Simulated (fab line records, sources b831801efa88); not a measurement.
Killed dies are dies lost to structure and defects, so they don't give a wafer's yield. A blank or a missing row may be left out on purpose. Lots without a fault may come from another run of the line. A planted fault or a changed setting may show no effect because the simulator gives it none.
One fault seen from 2 desks | flow sky130 | each desk has only its own numbers; what lay behind them comes last

THE METROLOGY DESK
What the gauges read, lot by lot, whatever tool the lot ran on: means of the sampled wafers that have a number. A lot is out of limits, marked OUT, if its mean lies more than 4 standard deviations from the usual mean; the brackets give that distance.
Columns: A = SONOS_TUNNEL_OVL at SKY_SONOS_TUNNEL_OVL_MEAS_08, usual 0.2 nm; B = POLY_GATE_OXIDATION_THK at SKY_POLY_GATE_THK_MEAS_21, usual 4.01 nm
lot  | first seen here | A    | B
L741 | day 11 07:31    | 0.9  | 4.15
L743 | day 11 23:16    | -0.3 | 4.16
L745 | day 12 22:46    | -2.0 | 3.88
L746 | day 13 01:49    | 1.1  | 3.86
L751 | day 15 00:58    | 0.2  | 3.94
L752 | day 15 15:40    | 1.0  | 3.92
L753 | day 16 00:53    | -0.7 | 3.99
L755 | day 16 07:28    | 0.1  | 4.13
L756 | day 16 12:38    | -0.6 | 4.01
L757 | day 16 22:04    | 1.0  | 4.04
L758 | day 17 05:22    | 0.6  | 4.02
L761 | day 18 03:55    | 0.3  | 3.98
L764 | day 19 00:28    | 0.9  | 3.99
This desk's finding: nothing out of limits on any of the 13 lots.

THE TOOL OWNER'S DESK: litho_track-01
The tool's own readings at SKY_RES_PROTECT_DEHYDRATE_00 (time 60 s): means of the sampled wafers that have a number, for each lot that ran on this tool. A lot is out of limits, marked OUT, if its mean lies more than 4 standard deviations from the usual mean; the brackets give that distance.
Columns: A = heater_power_total_W at SKY_RES_PROTECT_DEHYDRATE_00, usual 160.36 W; B = plate_temp_C at SKY_RES_PROTECT_DEHYDRATE_00, usual 199.97 C
lot  | first seen here | A                | B
L741 | day 14 11:34    | 160.38           | 199.90
L743 | day 15 08:32    | 157.01 (-26) OUT | 196.87 (-19) OUT
L746 | day 16 10:29    | 157.11 (-25) OUT | 196.71 (-20) OUT
L751 | day 18 16:38    | 160.38           | 200.12
L753 | day 19 12:14    | 160.39           | 199.91
L758 | day 21 01:04    | 160.37           | 199.92
L761 | day 21 18:44    | 160.29           | 199.93
This desk's finding: out of limits on L743, L746; first on L743, day 15 08:32 (heater_power_total_W at SKY_RES_PROTECT_DEHYDRATE_00). In limits: L741, L751, L753, L758, L761.

PUT TOGETHER
The tool owner's desk could have raised an alarm at day 15 08:32, on L743, L746.
The metrology desk saw nothing out of limits.
The metrology desk has L743, L746 on record, within its limits.
Of the lots named, all ran SKY_RES_PROTECT_DEHYDRATE_00 on litho_track-01.

WHAT THE SIMULATOR HAD PUT IN
Process parameter drift: litho_track-01, from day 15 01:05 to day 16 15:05, at SKY_RES_PROTECT_DEHYDRATE_00. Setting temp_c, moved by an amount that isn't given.
Lots struck among those shown: L743, L746.
Hours from the fault's start to each desk's first reading out of limits: the tool owner's desk, 7.
